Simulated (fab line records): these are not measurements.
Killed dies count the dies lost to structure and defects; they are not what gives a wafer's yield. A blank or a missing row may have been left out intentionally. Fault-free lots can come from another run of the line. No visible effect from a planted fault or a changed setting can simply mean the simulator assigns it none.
fab line records	flow sky130	part 1 of 2: steps 1 to 28 of 35
[record] lots = 5	wafers = 15	lastDay = 50
route steps=708 shown VIA1@470 METAL2@483
lots with no fault: from the same line, run without faults
startH: hours from the record's opening day to when the first of the lot's shown wafers began	waitH: hours since the lot's step before	" as in the row above	L1.1+2: one row covering several wafers at once	- either no value or no given start	* or withheld: withheld	< > ~ a bound
route shown NAME@n: NAME is a module with steps in the file, n the number in the route of the first one	usual: mean/standard deviation taken from wafers without a fault	same: alike in all rows	chamber/n: place in a boat	sites: readings site by site	_std_site: the values' standard deviation	_edge_site: mean of outer sites minus mean of inner sites	radiusMm: how far each site lies from the wafer's centre	mask NAME#n: copy n	behind: tool/chamber where the wafer was last shaped	hold: cause of the lot's hold/its duration in hours/its outcome	device: transistor that didn't switch, given as n, p or np	end of line: tests run on the same wafers once the route is complete	step lacking rows: just its recipe	killed: dies lost to structure and defects at the first sort, not the wafer's yield	map: per-die view of a wafer (x killed, . not killed, _ where there is no die)
set.NAME: the setting the step ran with; set.NAME@STEP: the setting that earlier step ran with	model.NAME: the simulator's own value behind a step, which no gauge read
certain route steps with their lots: each step a table, each wafer a row
services: the hour from which a tool's chamber was out of use, counted from the record's first day as startH (under 0 if before that day), plus the number of hours and why
[[steps]]
[step SKY_VIA1_CD_MEAS_12]
[recipe] targetCdNm = 150
[usual] cdNm = 149.6/1.7
lot.wafer	tool	chamber	startH	waitH	cdNm
L077.3	cdSem-02	-	808.90	-	153.0
L077.4	"	-	"	"	151.0
L077.6	"	-	"	"	151.3
L080.2	cdSem-02	-	852.20	-	150.4
L080.4	"	-	"	"	150.1
L080.6	"	-	"	"	150.6
L091.1	cdSem-02	-	925.24	-	148.4
L091.3	"	-	"	"	146.3
L091.5	"	-	"	"	145.9
L096.1	cdSem-01	-	955.73	-	152.3
L096.3	"	-	"	"	149.8
L096.6	"	-	"	"	150.2
L097.1	cdSem-01	-	956.98	-	150.5
L097.2	"	-	"	"	149.5
L097.5	"	-	"	"	150.2
[step SKY_VIA1_OVL_MEAS_13]
[usual] VIA1_OVL = 1/4.7
lot.wafer	tool	chamber	startH	waitH	VIA1_OVL[nm]
L077.3	overlay-01	-	808.99	0.1	3
L077.4	"	-	"	"	3
L077.6	"	-	"	"	-5
L080.2	overlay-02	-	852.30	0.1	4
L080.4	"	-	"	"	1
L080.6	"	-	"	"	-2
L091.1	overlay-02	-	925.36	0.1	-1
L091.3	"	-	"	"	8
L091.5	"	-	"	"	7
L096.1	overlay-01	-	955.85	0.1	4
L096.3	"	-	"	"	-6
L096.6	"	-	"	"	-5
L097.1	overlay-01	-	957.10	0.1	7
L097.2	"	-	"	"	2
L097.5	"	-	"	"	9
[step SKY_VIA1_ETCH_14]
[recipe] chemistry = N2/H2	target = BARC	ionEnergyEv = 200	sourceW = 500	biasW = 100	pressureMtorr = 30	n2FlowSccm = 100	h2FlowSccm = 200	stopOn = SiO2	timeS = 45.9	targetDepthA = 600
[usual] drypumpMotorCurrentA = 5.7/0.49	oesProductAu = 0.855/0.0043	rfFwdPowerW = 494.9/2.2	throttleValvePct = 13.226/0.0096
[same] timeS = 45.9
lot.wafer	tool	chamber	startH	waitH	drypumpMotorCurrentA	oesProductAu	rfFwdPowerW	rfHoursCounterH	throttleValvePct
L077.3	rieDiel-02	0	809.02	0.0	5.5	0.853	495.7	10	13.228
L077.4	"	1	"	"	5.5	0.852	494.9	7	13.235
L077.6	"	2	"	"	6.0	0.856	494.9	-	13.223
L080.2	rieDiel-02	2	852.33	0.0	6.0	0.849	495.0	7	13.236
L080.4	"	1	"	"	5.5	0.851	500.6	8	13.236
L080.6	"	2	"	"	6.0	0.854	495.9	-	13.227
L091.1	rieDiel-04	2	925.40	0.0	6.1	0.853	490.2	16	13.212
L091.3	"	3	"	"	5.1	0.853	496.1	19	13.219
L091.5	"	1	"	"	5.5	0.860	496.7	-	13.230
L096.1	rieDiel-04	3	955.88	0.0	5.1	0.856	496.2	19	13.225
L096.3	"	2	"	"	6.1	0.853	493.0	17	13.239
L096.6	"	3	"	"	5.1	0.852	495.0	-	13.216
L097.1	rieDiel-04	1	957.13	0.0	5.5	0.858	499.3	13	13.227
L097.2	"	2	"	"	6.1	0.854	492.8	17	13.216
L097.5	"	3	"	"	5.1	0.862	493.6	-	13.231
[step SKY_VIA1_ETCH_15]
[recipe] target = SiO2	chemistry = C4F8/O2/Ar	targetDepthNm = 351	stopOn = TiN	maskMaterial = KrF-thick	sourceW = 1500	biasW = 1200	pressureMtorr = 40	c4f8FlowSccm = withheld	O2_flow_sccm = 6	Ar_flow_sccm = 300	timeS = 54
[usual] oesProductAu = 0.982/0.0052	rfFwdPowerW = 1486/6.5
[same] timeS = 54
lot.wafer	tool	chamber	startH	waitH	oesProductAu	rfFwdPowerW	rfHoursCounterH
L077.3	rieDiel-02	0	809.06	0.0	0.981	1489	10
L077.4	"	1	"	"	0.980	1497	7
L077.6	"	2	"	"	0.984	1482	-
L080.2	rieDiel-02	2	852.37	0.0	0.991	1483	7
L080.4	"	1	"	"	0.987	1487	8
L080.6	"	2	"	"	0.981	1482	-
L091.1	rieDiel-04	2	925.44	0.0	0.980	1477	16
L091.3	"	3	"	"	0.985	1498	19
L091.5	"	1	"	"	0.976	1489	-
L096.1	rieDiel-04	3	955.92	0.0	0.983	1480	19
L096.3	"	2	"	"	0.978	1477	17
L096.6	"	3	"	"	0.980	1487	-
L097.1	rieDiel-04	1	957.17	0.0	0.986	1486	13
L097.2	"	2	"	"	0.985	1480	17
L097.5	"	3	"	"	0.978	1495	-
[step SKY_VIA1_STRIP_16]
[recipe] chemistry = O2/N2	powerW = 1400	pressureMtorr = 1500	platenTempC = withheld	o2FlowSccm = 3000	n2FlowSccm = 300	overashFraction = 0.5
[usual] drypumpMotorCurrentA = 5.7/0.44	oesProductAu = 0.415/0.0047	stripTimeToEndpointS = 4.460/0.019
lot.wafer	tool	chamber	startH	waitH	drypumpMotorCurrentA	oesProductAu	rfHoursCounterH	stripTimeToEndpointS
L077.3	plasmaAsher-02	0	809.14	0.1	5.8	0.421	-	4.459
L077.4	"	1	"	"	5.9	0.418	-	4.468
L077.6	"	1	"	"	5.9	0.415	-	4.475
L080.2	plasmaAsher-02	0	852.42	0.0	5.8	0.419	41	4.443
L080.4	"	1	"	"	5.9	0.418	-	4.431
L080.6	"	0	"	"	5.8	0.415	-	4.430
L091.1	plasmaAsher-04	1	925.49	0.0	5.0	0.416	79	4.436
L091.3	"	1	"	"	5.0	0.419	-	4.453
L091.5	"	1	"	"	5.0	0.419	-	4.464
L096.1	plasmaAsher-01	1	955.97	0.0	5.9	0.420	22	4.459
L096.3	"	1	"	"	5.9	0.412	-	4.442
L096.6	"	1	"	"	5.9	0.415	-	4.452
L097.1	plasmaAsher-02	1	957.22	0.0	5.9	0.420	51	4.471
L097.2	"	0	"	"	5.8	0.410	51	4.468
L097.5	"	0	"	"	5.8	0.425	-	4.481
[step SKY_VIA1_STRIP_17]
[recipe] chemistry = postEtchResidueRemover	timeS = 1200	tempC = 72.5
[same] timeS = 1200
lot.wafer	tool	chamber	startH	waitH
L077.3+4+6	wetBench-04	2	809.21	0.0
L080.2+4+6	wetBench-01	0	852.52	0.1
L091.1+3+5	wetBench-01	0	925.59	0.1
L096.1+3+6	wetBench-04	1	956.07	0.1
L097.1+2+5	wetBench-04	2	957.32	0.1
[step SKY_VIA1_CLEAN_18]
[recipe] chemistry = IPA	timeS = 180	tempC = 25
[same] timeS = 180
lot.wafer	tool	chamber	startH	waitH
L077.3+4+6	wetBench-01	2	809.61	0.0
L080.2+4+6	wetBench-03	1	852.86	0.0
L091.1+3+5	wetBench-03	3	925.96	0.0
L096.1+3+6	wetBench-01	3	956.44	0.0
L097.1+2+5	wetBench-01	2	957.69	0.0
[step SKY_VIA1_CLEAN_19]
[recipe] chemistry = O3/DIW	dry = n2Spin
lot.wafer	tool	chamber	startH	waitH
L077.3+4+6	wetBench-04	0	809.67	0.0
L080.2+4+6	wetBench-01	1	852.92	0.0
L091.1+3+5	wetBench-04	0	926.02	0.0
L096.1+3+6	wetBench-03	3	956.50	0.0
L097.1+2+5	wetBench-03	1	957.75	0.0
[step SKY_VIA1_SPUTTER_20]
[recipe] material = TiN	targetThkNm = 20	chamberPressurePa = 5	powerW = 4000	timeS = 80
[usual] throttleValvePct = 30.3/0.8
[same] timeS = 80
lot.wafer	tool	chamber	startH	waitH	throttleValvePct
L077.3	pvdSputter-02	-	809.78	0.0	29.5
L077.4	"	-	"	"	29.8
L077.6	"	-	"	"	31.4
L080.2	pvdSputter-03	-	853.01	0.0	30.7
L080.4	"	-	"	"	29.7
L080.6	"	-	"	"	30.5
L091.1	pvdSputter-01	-	926.11	0.0	28.9
L091.3	"	-	"	"	30.5
L091.5	"	-	"	"	28.9
L096.1	pvdSputter-02	-	956.59	0.0	29.3
L096.3	"	-	"	"	29.7
L096.6	"	-	"	"	29.7
L097.1	pvdSputter-02	-	957.84	0.0	29.6
L097.2	"	-	"	"	31.3
L097.5	"	-	"	"	30.2
[step SKY_VIA1_CVD_21]
[recipe] material = W	targetThkNm = 270	timeS = 80.902	tempC = 400	pressureTorr = 40
[usual] chamberPressureTorr = 39.99/0.099	heaterPowerW = 869/170
[same] timeS = 80.902
lot.wafer	tool	chamber	startH	waitH	chamberPressureTorr	heaterPowerW
L077.3	cvdW-02	1	809.87	0.1	40.23	792
L077.4	"	0	"	"	40.14	823
L077.6	"	1	"	"	40.07	790
L080.2	cvdW-01	1	853.07	0.0	40.07	1161
L080.4	"	1	"	"	39.96	1191
L080.6	"	1	"	"	39.97	1190
L091.1	cvdW-01	1	926.17	0.0	40.13	1074
L091.3	"	1	"	"	40.05	1061
L091.5	"	0	"	"	40.04	699
L096.1	cvdW-01	0	956.65	0.0	39.83	719
L096.3	"	0	"	"	39.96	683
L096.6	"	1	"	"	40.11	1055
L097.1	cvdW-02	0	957.90	0.0	39.77	849
L097.2	"	1	"	"	39.91	797
L097.5	"	1	"	"	39.80	781
[step SKY_VIA1_RS_MEAS_22]
[recipe] thkMeasGauge = four-point-probe	reads = W_of_VIA1_CVD_21+TiN_of_VIA1_SPUTTER_20
[usual] VIA1_W_RS = 0.425/0.0059
lot.wafer	tool	chamber	startH	waitH	VIA1_W_RS[ohm/sq]
L077.3	filmMetro-01	-	809.97	0.1	0.427
L077.4	"	-	"	"	0.431
L077.6	"	-	"	"	0.430
L080.2	filmMetro-01	-	853.19	0.1	0.421
L080.4	"	-	"	"	0.421
L080.6	"	-	"	"	0.422
L091.1	filmMetro-01	-	926.26	0.1	0.415
L091.3	"	-	"	"	0.419
L091.5	"	-	"	"	0.422
L096.1	filmMetro-02	-	956.75	0.1	0.423
L096.3	"	-	"	"	0.421
L096.6	"	-	"	"	0.418
L097.1	filmMetro-04	-	958.00	0.1	0.438
L097.2	"	-	"	"	0.424
L097.5	"	-	"	"	0.426
[step SKY_VIA1_THK_MEAS_23]
[recipe] thkMeasGauge = xrf	reads = W_of_VIA1_CVD_21
[usual] VIA1_W_THK = 275/4.8
lot.wafer	tool	chamber	startH	waitH	VIA1_W_THK[nm]
L077.3	filmMetro-01	-	810.07	0.1	277
L077.4	"	-	"	"	273
L077.6	"	-	"	"	274
L080.2	filmMetro-01	-	853.30	0.1	282
L080.4	"	-	"	"	281
L080.6	"	-	"	"	281
L091.1	filmMetro-01	-	926.38	0.1	283
L091.3	"	-	"	"	279
L091.5	"	-	"	"	276
L096.1	filmMetro-02	-	956.87	0.1	274
L096.3	"	-	"	"	277
L096.6	"	-	"	"	281
L097.1	filmMetro-04	-	958.12	0.1	263
L097.2	"	-	"	"	271
L097.5	"	-	"	"	268
[step SKY_VIA1_CMP_24]
[recipe] stopOn = SiO2	tOverpolishS = 15	downForcePsi = 3.5	platenRpm = 60	targetThkNm = 0	padVelocityMS = 0.94248
[usual] motorCurrentA = 10.7/1.6	overpolishRunS = 15.000/0.0081	timeToEndpointS = 65.5/2.7
lot.wafer	tool	chamber	startH	waitH	motorCurrentA	overpolishRunS	timeToEndpointS
L077.4	cmp-02	1	810.16	0.1	12.1	14.999	64.2
L077.3	"	2	"	"	12.1	14.991	63.9
L077.6	"	1	"	"	11.7	14.998	62.3
L080.2	cmp-01	0	853.35	0.0	12.4	15.008	67.5
L080.4	"	3	"	"	12.0	15.005	64.7
L080.6	"	0	"	"	12.2	15.001	66.4
L091.3	cmp-02	2	926.44	0.0	12.6	15.000	68.6
L091.1	"	0	"	"	9.6	15.005	66.5
L091.5	"	2	"	"	11.7	15.000	68.6
L096.3	cmp-01	3	956.98	0.1	12.1	14.998	64.4
L096.1	"	0	"	"	12.5	14.998	68.7
L096.6	"	2	"	"	8.1	15.003	70.7
L097.1	cmp-02	3	958.28	0.1	10.9	15.018	59.2
L097.2	"	0	"	"	9.3	14.990	61.0
L097.5	"	2	"	"	12.6	15.001	65.1
[step SKY_METAL2_SPUTTER_00]
[recipe] material = Ti	targetThkNm = 15	powerW = 3000	timeS = 10	chamberPressurePa = 0.4
[usual] throttleValvePct = 30.2/0.71
[same] timeS = 10
lot.wafer	tool	chamber	startH	waitH	throttleValvePct
L077.3	pvdSputter-01	-	810.41	0.1	31.8
L077.4	"	-	"	"	30.5
L077.6	"	-	"	"	28.8
L080.2	pvdSputter-04	-	853.65	0.2	30.4
L080.4	"	-	"	"	31.0
L080.6	"	-	"	"	30.2
L091.1	pvdSputter-04	-	926.74	0.1	29.9
L091.3	"	-	"	"	30.4
L091.5	"	-	"	"	30.8
L096.1	pvdSputter-04	-	957.23	0.1	30.5
L096.3	"	-	"	"	31.0
L096.6	"	-	"	"	29.9
L097.1	pvdSputter-04	-	958.48	0.1	30.4
L097.2	"	-	"	"	29.8
L097.5	"	-	"	"	29.8
[step SKY_METAL2_SPUTTER_01]
[recipe] material = TiN	targetThkNm = 20	powerW = 6500	timeS = 16.7	chamberPressurePa = 0.4
[usual] throttleValvePct = 30.2/0.7
[same] timeS = 16.7
lot.wafer	tool	chamber	startH	waitH	throttleValvePct
L077.3	pvdSputter-01	-	810.44	0.0	31.5
L077.4	"	-	"	"	30.8
L077.6	"	-	"	"	29.0
L080.2	pvdSputter-04	-	853.67	0.0	30.5
L080.4	"	-	"	"	30.8
L080.6	"	-	"	"	30.4
L091.1	pvdSputter-04	-	926.77	0.0	29.8
L091.3	"	-	"	"	30.1
L091.5	"	-	"	"	30.9
L096.1	pvdSputter-04	-	957.25	0.0	30.5
L096.3	"	-	"	"	31.3
L096.6	"	-	"	"	30.1
L097.1	pvdSputter-04	-	958.50	0.0	30.3
L097.2	"	-	"	"	29.7
L097.5	"	-	"	"	29.8
[step SKY_METAL2_SPUTTER_02]
[recipe] material = AlCu	targetThkNm = 250	powerW = 10600	timeS = 13.3	chamberPressurePa = 0.4
[usual] throttleValvePct = 30.2/0.71
[same] timeS = 13.3
lot.wafer	tool	chamber	startH	waitH	throttleValvePct
L077.3	pvdSputter-01	-	810.46	0.0	31.6
L077.4	"	-	"	"	30.5
L077.6	"	-	"	"	28.8
L080.2	pvdSputter-04	-	853.69	0.0	30.6
L080.4	"	-	"	"	30.7
L080.6	"	-	"	"	30.3
L091.1	pvdSputter-04	-	926.79	0.0	29.9
L091.3	"	-	"	"	30.7
L091.5	"	-	"	"	31.0
L096.1	pvdSputter-04	-	957.28	0.0	30.5
L096.3	"	-	"	"	30.9
L096.6	"	-	"	"	29.9
L097.1	pvdSputter-04	-	958.53	0.0	30.5
L097.2	"	-	"	"	30.0
L097.5	"	-	"	"	29.8
[step SKY_METAL2_SPUTTER_03]
[recipe] material = Ti	targetThkNm = 5	powerW = 3000	timeS = 3.3	chamberPressurePa = 0.4
[usual] throttleValvePct = 30.2/0.71
[same] timeS = 3.3
lot.wafer	tool	chamber	startH	waitH	throttleValvePct
L077.3	pvdSputter-01	-	810.49	0.0	31.5
L077.4	"	-	"	"	30.8
L077.6	"	-	"	"	29.0
L080.2	pvdSputter-04	-	853.72	0.0	30.4
L080.4	"	-	"	"	30.7
L080.6	"	-	"	"	30.4
L091.1	pvdSputter-04	-	926.82	0.0	30.0
L091.3	"	-	"	"	30.5
L091.5	"	-	"	"	30.9
L096.1	pvdSputter-04	-	957.30	0.0	30.6
L096.3	"	-	"	"	30.9
L096.6	"	-	"	"	29.8
L097.1	pvdSputter-04	-	958.55	0.0	30.6
L097.2	"	-	"	"	29.8
L097.5	"	-	"	"	29.9
[step SKY_METAL2_SPUTTER_04]
[recipe] material = TiN	targetThkNm = 70	powerW = 6500	timeS = 58.3	chamberPressurePa = 0.4
[usual] throttleValvePct = 30.2/0.7
[same] timeS = 58.3
lot.wafer	tool	chamber	startH	waitH	throttleValvePct
L077.3	pvdSputter-01	-	810.50	0.0	31.6
L077.4	"	-	"	"	30.6
L077.6	"	-	"	"	28.9
L080.2	pvdSputter-04	-	853.74	0.0	30.3
L080.4	"	-	"	"	30.9
L080.6	"	-	"	"	30.2
L091.1	pvdSputter-04	-	926.84	0.0	30.0
L091.3	"	-	"	"	30.3
L091.5	"	-	"	"	31.1
L096.1	pvdSputter-04	-	957.32	0.0	30.4
L096.3	"	-	"	"	30.8
L096.6	"	-	"	"	29.9
L097.1	pvdSputter-04	-	958.57	0.0	30.3
L097.2	"	-	"	"	30.0
L097.5	"	-	"	"	29.6
[step SKY_METAL2_RS_MEAS_05]
[recipe] thkMeasGauge = four-point-probe	reads = TiN_of_METAL2_SPUTTER_04+Ti_of_METAL2_SPUTTER_03+AlCu_of_METAL2_SPUTTER_02+TiN_of_METAL2_SPUTTER_01+Ti_of_METAL2_SPUTTER_00
[usual] METAL2_ALCU_RS = 0.1273/0.0015
lot.wafer	tool	chamber	startH	waitH	METAL2_ALCU_RS[ohm/sq]
L077.3	filmMetro-02	-	810.59	0.1	0.1265
L077.4	"	-	"	"	0.1287
L077.6	"	-	"	"	0.1272
L080.2	filmMetro-02	-	853.81	0.0	0.1264
L080.4	"	-	"	"	0.1273
L080.6	"	-	"	"	0.1266
L091.1	filmMetro-02	-	926.88	0.0	0.1266
L091.3	"	-	"	"	0.1274
L091.5	"	-	"	"	0.1280
L096.1	filmMetro-01	-	957.37	0.0	0.1265
L096.3	"	-	"	"	0.1276
L096.6	"	-	"	"	0.1266
L097.1	filmMetro-01	-	958.62	0.0	0.1254
L097.2	"	-	"	"	0.1252
L097.5	"	-	"	"	0.1237
[step SKY_METAL2_THK_MEAS_06]
[recipe] thkMeasGauge = xrf	reads = AlCu_of_METAL2_SPUTTER_02
[usual] METAL2_ALCU_THK = 250/3
lot.wafer	tool	chamber	startH	waitH	METAL2_ALCU_THK[nm]
L077.3	filmMetro-02	-	810.69	0.1	250
L077.4	"	-	"	"	246
L077.6	"	-	"	"	251
L080.2	filmMetro-02	-	853.92	0.1	252
L080.4	"	-	"	"	249
L080.6	"	-	"	"	250
L091.1	filmMetro-02	-	927.00	0.1	251
L091.3	"	-	"	"	248
L091.5	"	-	"	"	249
L096.1	filmMetro-01	-	957.49	0.1	253
L096.3	"	-	"	"	249
L096.6	"	-	"	"	252
L097.1	filmMetro-01	-	958.74	0.1	254
L097.2	"	-	"	"	254
L097.5	"	-	"	"	257
[step SKY_METAL2_DEHYDRATE_07]
[recipe] tempC = 200	timeS = 60
[usual] heaterPowerTotalW = 160.36/0.12
[same] timeS = 60
lot.wafer	tool	chamber	startH	waitH	heaterPowerTotalW
L077.3	lithoTrack-01	0	823.44	12.7	160.47
L077.4	"	0	"	"	160.18
L077.6	"	0	"	"	160.36
L080.2	lithoTrack-01	0	865.76	11.8	160.45
L080.4	"	0	"	"	160.31
L080.6	"	0	"	"	160.25
L091.1	lithoTrack-04	0	938.19	11.2	160.53
L091.3	"	0	"	"	160.30
L091.5	"	0	"	"	160.26
L096.1	lithoTrack-04	0	967.39	9.9	160.53
L096.3	"	0	"	"	160.33
L096.6	"	0	"	"	160.39
L097.1	lithoTrack-03	0	968.63	9.9	160.26
L097.2	"	0	"	"	160.32
L097.5	"	0	"	"	160.20
[step SKY_METAL2_HMDS_08]
[recipe] primeTimeS = 60	primeTempC = 120
lot.wafer	tool	chamber	startH	waitH
L077.3+4+6	lithoTrack-01	0	823.59	0.1
L080.2+4+6	lithoTrack-01	0	865.91	0.1
L091.1+3+5	lithoTrack-04	0	938.34	0.1
L096.1+3+6	lithoTrack-04	0	967.54	0.1
L097.1+2+5	lithoTrack-03	0	968.78	0.1
[step SKY_METAL2_COAT_09]
[recipe] resist = BARC	tempC = withheld	timeS = withheld	spinRpm = 3000	resistThkNm = 60
lot.wafer	tool	chamber	startH	waitH
L077.3+4+6	lithoTrack-01	0	823.74	0.1
L080.2+4+6	lithoTrack-01	0	866.06	0.1
L091.1+3+5	lithoTrack-04	0	938.49	0.1
L096.1+3+6	lithoTrack-04	0	967.69	0.1
L097.1+2+5	lithoTrack-03	0	968.93	0.1
[step SKY_METAL2_COAT_10]
[recipe] resist = KrF-thick	spinRpm = 3000	resistThkNm = 450
lot.wafer	tool	chamber	startH	waitH
L077.3+4+6	lithoTrack-01	0	-	-
L080.2+4+6	lithoTrack-01	0	-	-
L091.1+3+5	lithoTrack-04	0	-	-
L096.1+3+6	lithoTrack-04	0	-	-
L097.1+2+5	lithoTrack-03	0	-	-
[step SKY_METAL2_SOFTBAKE_11]
[recipe] tempC = 100	timeS = 90	resist = KrF-thick
[usual] heaterPowerTotalW = 57.34/0.12
[same] timeS = 90
lot.wafer	tool	chamber	startH	waitH	heaterPowerTotalW
L077.3	lithoTrack-01	0	-	-	57.21
L077.4	"	0	"	"	57.33
L077.6	"	0	"	"	57.48
L080.2	lithoTrack-01	0	-	-	57.40
L080.4	"	0	"	"	57.39
L080.6	"	0	"	"	57.26
L091.1	lithoTrack-04	0	-	-	57.22
L091.3	"	0	"	"	57.35
L091.5	"	0	"	"	57.26
L096.1	lithoTrack-04	0	-	-	57.30
L096.3	"	0	"	"	57.27
L096.6	"	0	"	"	57.23
L097.1	lithoTrack-03	0	-	-	57.40
L097.2	"	0	"	"	57.23
L097.5	"	0	"	"	57.17
[step SKY_METAL2_EXPOSE_12]
[recipe] maskId = MM2	na = 0.8	sourceShape = annular	sigmaInner = 0.55	sigmaOuter = 0.85	targetCdNm = 140	doseMj = 28
lot.wafer	tool	chamber	startH	waitH	mask
L077.3+4+6	krfScanner-02	0	-	-	MM2#0
L080.2+4+6	krfScanner-02	0	-	-	MM2#0
L091.1+3+5	krfScanner-02	0	-	-	MM2#0
L096.1+3+6	krfScanner-02	0	-	-	MM2#0
L097.1+2+5	krfScanner-01	0	-	-	MM2#0
[step SKY_METAL2_PEB_13]
[recipe] pebTempC = withheld	pebTimeS = withheld	resist = KrF-thick
lot.wafer	tool	chamber	startH	waitH
L077.3+4+6	lithoTrack-04	0	-	-
L080.2+4+6	lithoTrack-03	0	-	-
L091.1+3+5	lithoTrack-01	0	-	-
L096.1+3+6	lithoTrack-03	0	-	-
L097.1+2+5	lithoTrack-04	0	-	-
[step SKY_METAL2_DEVELOP_14]
[recipe] developTimeS = 60	resist = KrF-thick	devTempC = 21
lot.wafer	tool	chamber	startH	waitH
L077.3+4+6	lithoTrack-04	0	-	-
L080.2+4+6	lithoTrack-03	0	-	-
L091.1+3+5	lithoTrack-01	0	-	-
L096.1+3+6	lithoTrack-03	0	-	-
L097.1+2+5	lithoTrack-04	0	-	-
